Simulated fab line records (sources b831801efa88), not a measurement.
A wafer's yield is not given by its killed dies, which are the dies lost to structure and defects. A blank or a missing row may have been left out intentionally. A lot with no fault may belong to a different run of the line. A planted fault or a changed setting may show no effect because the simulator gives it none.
Chamber matching ; flow sky130 ; SKY_LI_CONTACT_CMP_02 on cmp-01: 4 sister chambers
The step polishes PSG. 4 wafers are shown with their chamber, then 8 later ones without.

EACH WAFER AND ITS CHAMBER
wafer;chamber;motorCurrentA (A)
L396.5;2;10.2
L397.6;1;9.7
L404.6;0;12.0
L406.2;3;11.0

WAFERS WITHOUT THEIR CHAMBER
wafer;motorCurrentA (A)
L406.5;11.6
L406.6;10.5
L408.2;11.9
L408.4;10.2
L408.5;11.6
L410.3;12.4
L410.4;11.9
L410.6;10.3

WHICH CHAMBER EACH ONE RAN IN
wafer;from the rows above;in truth
L406.5;can't be placed: 0 or 3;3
L406.6;can't be placed: 2 or 3 or 1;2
L408.2;0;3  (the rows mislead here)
L408.4;can't be placed: 2 or 1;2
L408.5;can't be placed: 0 or 3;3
L410.3;0;0
L410.4;0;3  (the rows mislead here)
L410.6;can't be placed: 2 or 1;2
1 of 8 placed correctly. From these rows, 5 cannot be placed; in 5 the true chamber is one of the candidates. 2 placed wrongly.
How it was worked out, from the rows above alone: a wafer's distance from a chamber is the root of the sum, over the readings, of the square of ((its reading less the chamber's mean) divided by the reading's scatter). The wafer belongs to the nearest chamber; if the next one is less than 2 further off, it can't be placed. Each chamber's mean is taken over the wafers shown for it. The scatter: root of mean squared gap, hidden wafer to nearest shown wafer, with one shown wafer a chamber.
